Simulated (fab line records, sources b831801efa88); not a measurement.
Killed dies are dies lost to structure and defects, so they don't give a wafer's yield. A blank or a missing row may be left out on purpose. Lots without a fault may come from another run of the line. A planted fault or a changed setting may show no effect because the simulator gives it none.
fab line records | flow sky130
record lots=24 wafers=72 last_day=50
route steps=708 shown SD_P@327 LI_CONTACT@384 METAL1@450 VIA2@528 METAL3@564 VIA3@588
lots that met no fault: from a run of the same line without faults
start_h: hours from the record's first day to the start of the lot's first wafer shown | wait_h: hours since the lot's step before | " the same as in the row above | L1.1+2: a row that stands for several wafers | - no value, or no start given | * or withheld: withheld | < > ~ a bound
route shown NAME@n: a module of which the file shows steps, and the number in the route of the first | usual: mean/standard deviation of fault-free wafers | same: alike in all rows | chamber/n: place in a boat | sites: the reading at each site | _std_site: their standard deviation | _edge_site: outer sites' mean less inner sites' | radius_mm: how far each site lies from the wafer's centre | mask NAME#n: copy n | behind: the tool/chamber that last shaped the wafer | hold: why the lot was held/for how many hours/how that ended | device: the transistor (n, p or np) that didn't switch | end of line: the same wafers' tests at the end of the route | a step without rows: its recipe alone | killed: dies lost to structure and defects at the first sort, not the wafer's yield | map: a wafer's dies, x killed, . not, _ none there
set.NAME: the setting as run; set.NAME@STEP: as run at that earlier step | model.NAME: the simulator's own value behind a step, which no gauge read
steps of the route over a sample of lots; a table a step, a row a wafer
services: from which hour (start_h, from the record's first day; less than 0 if before it) a tool's chamber was out of use, for how many hours, and why
## steps
# step SKY_SD_P_CD_MEAS_07
# recipe target_cd_nm=380
# usual cd_nm=379.6/2.8
# columns lot.wafer tool chamber start_h wait_h cd_nm
L074.1 cd_sem-01 - 589.82 0.1 377.5
L074.3 " - " " 377.6
L074.5 " - " " 380.1
L075.2 cd_sem-02 - 596.73 0.1 378.2
L075.3 " - " " 381.0
L075.6 " - " " 377.0
L077.1 cd_sem-01 - 612.35 0.1 378.9
L077.2 " - " " 378.4
L077.5 " - " " 379.2
L076.1 cd_sem-01 - 612.68 0.2 377.1
L076.2 " - " " 379.0
L076.6 " - " " 375.2
L078.1 cd_sem-02 - 628.02 0.1 375.8
L078.2 " - " " 376.1
L078.3 " - " " 375.5
L079.1 cd_sem-01 - 651.27 0.1 378.3
L079.2 " - " " 378.0
L079.6 " - " " 377.9
L080.3 cd_sem-02 - 653.90 0.1 381.4
L080.4 " - " " 381.4
L080.5 " - " " 381.1
L081.3 cd_sem-01 - 655.70 0.1 380.3
L081.4 " - " " 381.9
L081.6 " - " " 379.0
L082.1 cd_sem-02 - 664.46 0.1 376.4
L082.2 " - " " 376.7
L082.3 " - " " 374.8
L083.1 cd_sem-02 - 671.40 0.1 379.7
L083.3 " - " " 378.2
L083.6 " - " " 379.7
L084.2 cd_sem-01 - 678.45 0.1 379.9
L084.5 " - " " 378.9
L084.6 " - " " 382.3
L085.1 cd_sem-01 - 691.82 0.1 380.3
L085.5 " - " " 379.1
L085.6 " - " " 379.5
L087.1 cd_sem-01 - 702.20 0.1 379.9
L087.3 " - " " 379.9
L087.4 " - " " 379.0
L086.2 cd_sem-01 - 709.79 0.1 391.8
L086.4 " - " " 388.2
L086.5 " - " " 390.0
L088.2 cd_sem-01 - 717.84 0.1 378.9
L088.3 " - " " 376.7
L088.6 " - " " 377.2
L090.2 cd_sem-02 - 727.93 0.1 382.2
L090.3 " - " " 381.1
L090.4 " - " " 382.6
L089.1 cd_sem-02 - 729.52 0.1 376.4
L089.2 " - " " 377.1
L089.5 " - " " 376.3
L091.1 cd_sem-01 - 733.17 0.1 378.9
L091.2 " - " " 379.3
L091.5 " - " " 377.1
L093.3 cd_sem-01 - 744.74 0.1 378.7
L093.5 " - " " 378.6
L093.6 " - " " 377.8
L092.1 cd_sem-02 - 745.61 0.1 379.0
L092.4 " - " " 375.9
L092.5 " - " " 378.9
L094.1 cd_sem-02 - 749.67 0.1 379.0
L094.3 " - " " 380.5
L094.4 " - " " 382.0
L096.3 cd_sem-01 - 761.66 0.1 378.7
L096.4 " - " " 379.7
L096.5 " - " " 380.7
L095.2 cd_sem-02 - 763.09 0.1 383.2
L095.3 " - " " 380.6
L095.4 " - " " 380.5
L097.1 cd_sem-01 - 773.90 0.1 383.7
L097.2 " - " " 381.6
L097.5 " - " " 380.5
# step SKY_LI_CONTACT_RS_MEAS_22
# recipe thk_meas_gauge=four-point-probe reads=W_of_LI_CONTACT_CVD_21+TiN_of_LI_CONTACT_SPUTTER_20+Ti_of_LI_CONTACT_SPUTTER_19
# usual LI_CONTACT_W_RS=0.301/0.0043
# columns lot.wafer tool chamber start_h wait_h LI_CONTACT_W_RS[ohm/sq]
L074.1 film_metro-02 - 678.31 0.1 0.303
L074.3 " - " " 0.303
L074.5 " - " " 0.296
L075.2 film_metro-03 - 684.07 0.1 0.308
L075.3 " - " " 0.300
L075.6 " - " " 0.305
L077.1 film_metro-03 - 700.16 0.1 0.301
L077.2 " - " " 0.310
L077.5 " - " " 0.304
L076.1 film_metro-02 - 700.26 0.1 0.292
L076.2 " - " " 0.296
L076.6 " - " " 0.293
L078.1 film_metro-01 - 716.57 0.1 0.302
L078.2 " - " " 0.309
L078.3 " - " " 0.301
L079.1 film_metro-02 - 738.15 0.1 0.299
L079.2 " - " " 0.296
L079.6 " - " " 0.296
L080.3 film_metro-01 - 740.65 0.1 0.300
L080.4 " - " " 0.300
L080.5 " - " " 0.301
L081.3 film_metro-01 - 741.25 0.1 0.301
L081.4 " - " " 0.303
L081.6 " - " " 0.298
L082.1 film_metro-03 - 750.31 0.1 0.301
L082.2 " - " " 0.299
L082.3 " - " " 0.302
L083.1 film_metro-01 - 755.16 0.1 0.307
L083.3 " - " " 0.305
L083.6 " - " " 0.298
L084.2 film_metro-01 - 762.83 0.1 0.306
L084.5 " - " " 0.303
L084.6 " - " " 0.307
L085.1 film_metro-03 - 776.78 0.1 0.304
L085.5 " - " " 0.302
L085.6 " - " " 0.307
L087.1 film_metro-01 - 786.76 0.1 0.296
L087.3 " - " " 0.295
L087.4 " - " " 0.307
L086.2 film_metro-02 - 794.23 0.1 0.307
L086.4 " - " " 0.298
L086.5 " - " " 0.297
L088.2 film_metro-03 - 803.39 0.1 0.295
L088.3 " - " " 0.301
L088.6 " - " " 0.305
L090.2 film_metro-03 - 809.38 0.1 0.303
L090.3 " - " " 0.294
L090.4 " - " " 0.301
L089.1 film_metro-01 - 813.36 0.1 0.311
L089.2 " - " " 0.295
L089.5 " - " " 0.300
L091.1 film_metro-03 - 817.40 0.1 0.302
L091.2 " - " " 0.307
L091.5 " - " " 0.299
L093.3 film_metro-03 - 827.01 0.1 0.295
L093.5 " - " " 0.297
L093.6 " - " " 0.302
L092.1 film_metro-01 - 828.52 0.1 0.303
L092.4 " - " " 0.305
L092.5 " - " " 0.299
L094.1 film_metro-01 - 833.69 0.1 0.300
L094.3 " - " " 0.303
L094.4 " - " " 0.299
L096.3 film_metro-03 - 849.56 0.1 0.306
L096.4 " - " " 0.301
L096.5 " - " " 0.305
L095.2 film_metro-02 - 849.68 0.1 0.301
L095.3 " - " " 0.299
L095.4 " - " " 0.308
L097.1 film_metro-01 - 854.81 0.1 0.301
L097.2 " - " " 0.304
L097.5 " - " " 0.304
# step SKY_METAL1_OVL_MEAS_16
# usual METAL1_OVL=1/6
# columns lot.wafer tool chamber start_h wait_h METAL1_OVL[nm]
L074.1 overlay-02 - 764.29 0.1 0
L074.3 " - " " 4
L074.5 " - " " 0
L075.2 overlay-01 - 769.59 0.1 -7
L075.3 " - " " 0
L075.6 " - " " -9
L077.1 overlay-01 - 785.37 0.1 1
L077.2 " - " " 1
L077.5 " - " " 1
L076.1 overlay-02 - 785.72 0.1 -2
L076.2 " - " " -7
L076.6 " - " " -14
L078.1 overlay-02 - 804.00 0.1 8
L078.2 " - " " 0
L078.3 " - " " -6
L079.1 overlay-01 - 822.19 0.1 -3
L079.2 " - " " -1
L079.6 " - " " -1
L080.3 overlay-02 - 824.65 0.1 -8
L080.4 " - " " -1
L080.5 " - " " -7
L081.3 overlay-02 - 825.00 0.1 12
L081.4 " - " " 8
L081.6 " - " " 1
L082.1 overlay-02 - 834.72 0.1 -3
L082.2 " - " " -4
L082.3 " - " " -6
L083.1 overlay-02 - 847.39 0.1 13
L083.3 " - " " 13
L083.6 " - " " 4
L084.2 overlay-01 - 849.88 0.1 1
L084.5 " - " " -4
L084.6 " - " " 5
L085.1 overlay-02 - 857.29 0.1 -4
L085.5 " - " " 3
L085.6 " - " " 5
L087.1 overlay-02 - 875.62 0.1 4
L087.3 " - " " 4
L087.4 " - " " 5
L086.2 overlay-02 - 878.05 0.1 4
L086.4 " - " " 2
L086.5 " - " " 0
L088.2 overlay-02 - 882.39 0.1 4
L088.3 " - " " 8
L088.6 " - " " 4
L090.2 overlay-01 - 901.88 0.1 6
L090.3 " - " " 2
L090.4 " - " " 1
L089.1 overlay-02 - 902.52 0.1 -2
L089.2 " - " " -5
L089.5 " - " " -16
L091.1 overlay-02 - 903.99 0.1 -3
L091.2 " - " " -4
L091.5 " - " " -4
L093.3 overlay-02 - 907.40 0.1 -2
L093.5 " - " " 7
L093.6 " - " " -1
L092.1 overlay-01 - 908.75 0.1 -4
L092.4 " - " " -7
L092.5 " - " " -3
L094.1 overlay-02 - 911.59 0.1 -1
L094.3 " - " " 3
L094.4 " - " " 1
L096.3 overlay-02 - 929.00 0.1 4
L096.4 " - " " -3
L096.5 " - " " -3
L095.2 overlay-02 - 929.53 0.1 3
L095.3 " - " " 4
L095.4 " - " " 4
L097.1 overlay-01 - 934.41 0.1 13
L097.2 " - " " 7
L097.5 " - " " 13
# step SKY_VIA2_CVD_21
# recipe material=W target_thk_nm=420 time_s=126.4 temp_c=400 pressure_torr=40
# usual chamber_pressure_Torr=39.99/0.085 heater_power_w=770/56
# columns lot.wafer tool chamber start_h wait_h chamber_pressure_Torr heater_power_w
L074.1 cvd_w-02 1 851.47 0.0 39.99 705
L074.3 " 1 " " 39.98 710
L074.5 " 0 " " 40.09 810
L075.2 cvd_w-01 0 853.47 0.0 40.10 866
L075.3 " 0 " " 40.03 891
L075.6 " 0 " " 39.96 867
L077.1 cvd_w-01 1 876.11 0.0 39.96 732
L077.2 " 0 " " 39.81 897
L077.5 " 0 " " 39.91 867
L076.1 cvd_w-02 1 876.39 0.0 39.90 729
L076.2 " 0 " " 39.89 804
L076.6 " 0 " " 39.94 814
L078.1 cvd_w-02 1 885.06 0.0 39.97 694
L078.2 " 0 " " 40.05 824
L078.3 " 1 " " 39.84 719
L079.1 cvd_w-02 0 906.64 0.0 40.03 793
L079.2 " 1 " " 40.03 709
L079.6 " 1 " " 40.04 719
L080.3 cvd_w-02 1 906.94 0.1 39.92 707
L080.4 " 0 " " 39.97 806
L080.5 " 0 " " 40.03 817
L081.3 cvd_w-02 1 907.70 0.1 39.85 691
L081.4 " 0 " " 40.13 814
L081.6 " 0 " " 40.02 816
L082.1 cvd_w-02 1 913.35 0.0 39.96 695
L082.2 " 0 " " 40.01 816
L082.3 " 0 " " 39.95 798
L083.1 cvd_w-01 1 929.27 0.0 39.90 743
L083.3 " 0 " " 39.90 822
L083.6 " 0 " " 39.97 834
L084.2 cvd_w-01 1 931.48 0.0 40.05 709
L084.5 " 0 " " 40.07 828
L084.6 " 1 " " 40.18 730
L085.1 cvd_w-01 1 940.62 0.0 40.01 743
L085.5 " 0 " " 39.95 806
L085.6 " 1 " " 40.07 753
L087.1 cvd_w-01 1 956.18 0.0 40.04 722
L087.3 " 0 " " 39.96 838
L087.4 " 1 " " 39.96 736
L086.2 cvd_w-02 1 958.22 0.0 39.89 730
L086.4 " 1 " " 40.10 709
L086.5 " 0 " " 39.87 820
L088.2 cvd_w-02 0 962.57 0.0 40.01 807
L088.3 " 0 " " 39.98 794
L088.6 " 1 " " 40.06 706
L090.2 cvd_w-02 1 979.63 0.0 39.97 700
L090.3 " 1 " " 40.02 705
L090.4 " 0 " " 40.02 794
L089.1 cvd_w-01 1 980.85 0.0 39.97 731
L089.2 " 0 " " 40.08 850
L089.5 " 1 " " 39.98 736
L091.1 cvd_w-02 0 982.17 0.0 39.96 816
L091.2 " 1 " " 39.80 710
L091.5 " 1 " " 39.81 688
L093.3 cvd_w-02 0 986.72 0.1 39.93 809
L093.5 " 0 " " 39.94 826
L093.6 " 1 " " 40.07 705
L092.1 cvd_w-02 0 987.18 0.0 40.15 821
L092.4 " 1 " " 39.94 695
L092.5 " 0 " " 40.00 810
L094.1 cvd_w-02 0 991.24 0.0 40.09 806
L094.3 " 1 " " 39.91 720
L094.4 " 0 " " 40.04 821
L096.3 cvd_w-01 0 1006.22 0.1 39.99 820
L096.4 " 1 " " 39.92 743
L096.5 " 0 " " 40.03 813
L095.2 cvd_w-01 1 1006.70 0.0 40.08 734
L095.3 " 1 " " 40.02 722
L095.4 " 0 " " 39.78 843
L097.1 cvd_w-02 0 1011.22 0.0 40.02 814
L097.2 " 1 " " 39.79 713
L097.5 " 0 " " 40.16 819
# step SKY_METAL3_OVL_MEAS_14
# usual METAL3_OVL=2/5.5
# columns lot.wafer tool chamber start_h wait_h METAL3_OVL[nm]
L074.1 overlay-01 - 905.04 0.1 2
L074.3 " - " " 5
L074.5 " - " " 6
L075.2 overlay-02 - 906.40 0.1 1
L075.3 " - " " 2
L075.6 " - " " 5
L077.1 overlay-02 - 927.69 0.1 9
L077.2 " - " " -1
L077.5 " - " " 9
L076.1 overlay-02 - 927.99 0.1 16
L076.2 " - " " 3
L076.6 " - " " 13
L078.1 overlay-01 - 936.63 0.1 -3
L078.2 " - " " 0
L078.3 " - " " -4
L079.1 overlay-02 - 957.13 0.1 -1
L079.2 " - " " -7
L079.6 " - " " 1
L080.3 overlay-01 - 957.80 0.1 7
L080.4 " - " " 3
L080.5 " - " " -1
L081.3 overlay-01 - 958.41 0.1 3
L081.4 " - " " 3
L081.6 " - " " -1
L082.1 overlay-02 - 965.43 0.1 10
L082.2 " - " " -1
L082.3 " - " " 5
L083.1 overlay-02 - 978.14 0.1 9
L083.3 " - " " 6
L083.6 " - " " 8
L084.2 overlay-02 - 981.74 0.1 6
L084.5 " - " " 0
L084.6 " - " " 0
L085.1 overlay-02 - 990.09 0.1 1
L085.5 " - " " 1
L085.6 " - " " -2
L087.1 overlay-02 - 1005.29 0.1 1
L087.3 " - " " 3
L087.4 " - " " -6
L086.2 overlay-02 - 1007.30 0.1 -4
L086.4 " - " " -2
L086.5 " - " " 11
L088.2 overlay-02 - 1010.29 0.1 7
L088.3 " - " " 6
L088.6 " - " " 9
L090.2 overlay-01 - 1027.64 0.1 -2
L090.3 " - " " 8
L090.4 " - " " 0
L089.1 overlay-01 - 1028.28 0.1 -15
L089.2 " - " " -2
L089.5 " - " " -5
L091.1 overlay-01 - 1029.89 0.1 3
L091.2 " - " " 1
L091.5 " - " " -7
L093.3 overlay-01 - 1034.55 0.1 -3
L093.5 " - " " -8
L093.6 " - " " 2
L092.1 overlay-01 - 1035.69 0.1 3
L092.4 " - " " 2
L092.5 " - " " 0
L094.1 overlay-01 - 1038.58 0.1 -2
L094.3 " - " " -4
L094.4 " - " " 5
L096.3 overlay-02 - 1052.80 0.1 2
L096.4 " - " " -3
L096.5 " - " " 3
L095.2 overlay-01 - 1052.95 0.1 4
L095.3 " - " " 9
L095.4 " - " " 0
L097.1 overlay-01 - 1057.04 0.1 1
L097.2 " - " " 2
L097.5 " - " " 3
# step SKY_VIA3_ETCH_15
# recipe target=SiO2 chemistry=C4F8/O2/Ar target_depth_nm=507 stop_on=TiN mask_material=KrF-thick source_w=1500 bias_w=1200 pressure_mtorr=40 c4f8_flow_sccm=withheld O2_flow_sccm=6 Ar_flow_sccm=300 time_s=78
# usual oes_product_au=0.947/0.0049
# columns lot.wafer tool chamber start_h wait_h oes_product_au rf_hours_counter_h
L074.1 rie_diel-04 2 930.33 0.0 0.943 24
L074.3 " 3 " " 0.944 17
L074.5 " 0 " " 0.947 -
L075.2 rie_diel-04 2 932.81 0.0 0.947 24
L075.3 " 0 " " 0.949 2
L075.6 " 3 " " 0.945 -
L077.1 rie_diel-01 0 953.92 0.0 0.951 10
L077.2 " 3 " " 0.951 11
L077.5 " 1 " " 0.936 -
L076.1 rie_diel-02 0 954.04 0.0 0.943 16
L076.2 " 1 " " 0.951 3
L076.6 " 1 " " 0.946 -
L078.1 rie_diel-01 1 963.34 0.0 0.939 7
L078.2 " 0 " " 0.940 11
L078.3 " 2 " " 0.942 21
L079.1 rie_diel-01 0 982.64 0.0 0.949 12
L079.2 " 1 " " 0.947 7
L079.6 " 2 " " 0.948 -
L080.3 rie_diel-02 3 983.44 0.0 0.949 23
L080.4 " 0 " " 0.955 16
L080.5 " 0 " " 0.941 -
L081.3 rie_diel-04 2 983.97 0.0 0.938 26
L081.4 " 0 " " 0.941 3
L081.6 " 0 " " 0.942 -
L082.1 rie_diel-02 0 991.32 0.0 0.949 17
L082.2 " 1 " " 0.951 4
L082.3 " 3 " " 0.947 23
L083.1 rie_diel-04 3 1003.22 0.0 0.945 19
L083.3 " 1 " " 0.948 7
L083.6 " 3 " " 0.947 -
L084.2 rie_diel-02 2 1006.67 0.0 0.941 3
L084.5 " 3 " " 0.948 -
L084.6 " 0 " " 0.952 -
L085.1 rie_diel-01 3 1015.05 0.0 0.945 13
L085.5 " 3 " " 0.943 -
L085.6 " 0 " " 0.939 -
L087.1 rie_diel-01 0 1029.72 0.0 0.947 13
L087.3 " 2 " " 0.945 23
L087.4 " 3 " " 0.946 13
L086.2 rie_diel-02 1 1031.72 0.0 0.947 6
L086.4 " 0 " " 0.951 18
L086.5 " 2 " " 0.955 -
L088.2 rie_diel-02 0 1034.71 0.0 0.950 18
L088.3 " 2 " " 0.947 5
L088.6 " 3 " " 0.948 -
L090.2 rie_diel-04 0 1052.16 0.0 0.930 5
L090.3 " 3 " " 0.949 21
L090.4 " 0 " " 0.940 -
L089.1 rie_diel-04 1 1053.11 0.0 0.951 8
L089.2 " 3 " " 0.951 21
L089.5 " 0 " " 0.949 -
L091.1 rie_diel-01 0 1053.46 0.0 0.953 14
L091.2 " 1 " " 0.946 10
L091.5 " 0 " " 0.948 -
L093.3 rie_diel-01 3 1058.16 0.0 0.950 15
L093.5 " 1 " " 0.946 -
L093.6 " 0 " " 0.954 -
L092.1 rie_diel-04 3 1058.86 0.0 0.951 21
L092.4 " 1 " " 0.947 -
L092.5 " 3 " " 0.955 -
L094.1 rie_diel-04 3 1061.92 0.0 0.948 21
L094.3 " 1 " " 0.955 9
L094.4 " 0 " " 0.953 -
L096.3 rie_diel-04 3 1076.11 0.0 0.959 22
L096.4 " 1 " " 0.944 9
L096.5 " 2 " " 0.949 -
L095.2 rie_diel-01 2 1076.12 0.0 0.948 24
L095.3 " 3 " " 0.943 15
L095.4 " 1 " " 0.945 11
L097.1 rie_diel-01 3 1080.42 0.0 0.951 15
L097.2 " 0 " " 0.954 15
L097.5 " 2 " " 0.946 -
## services
# columns tool chamber start_h hours kind
rie_diel-04 0 846.88 5.1 repair
rie_diel-01 0 858.52 6.9 repair
rie_diel-04 2 861.56 1.4 repair
rie_diel-04 0 867.75 - clean
rie_diel-04 0 867.75 18.2 scheduled_down
rie_diel-04 0 867.75 18.2 vent_cycle
rie_diel-02 3 879.52 4.5 repair
cvd_w-01 - 904.00 14.0 pm
cvd_w-01 0 904.00 14.0 vent_cycle
cvd_w-01 1 904.00 14.0 vent_cycle
rie_diel-01 2 912.47 45.0 repair
cvd_w-01 0 918.00 - clean
cvd_w-01 1 918.00 - clean
cvd_w-01 - 952.67 2.8 pm
rie_diel-01 - 994.49 0.4 repair
rie_diel-01 2 1002.63 5.7 repair
rie_diel-04 - 1005.37 14.6 pm
rie_diel-01 - 1008.06 0.9 repair
cvd_w-01 1 1009.67 17.1 repair
rie_diel-01 1 1025.43 3.1 repair
rie_diel-04 1 1028.29 4.7 repair
cvd_w-02 1 1057.13 2.9 repair
rie_diel-02 1 1063.89 4.0 repair
rie_diel-04 2 1067.23 2.1 repair
## key
fault none
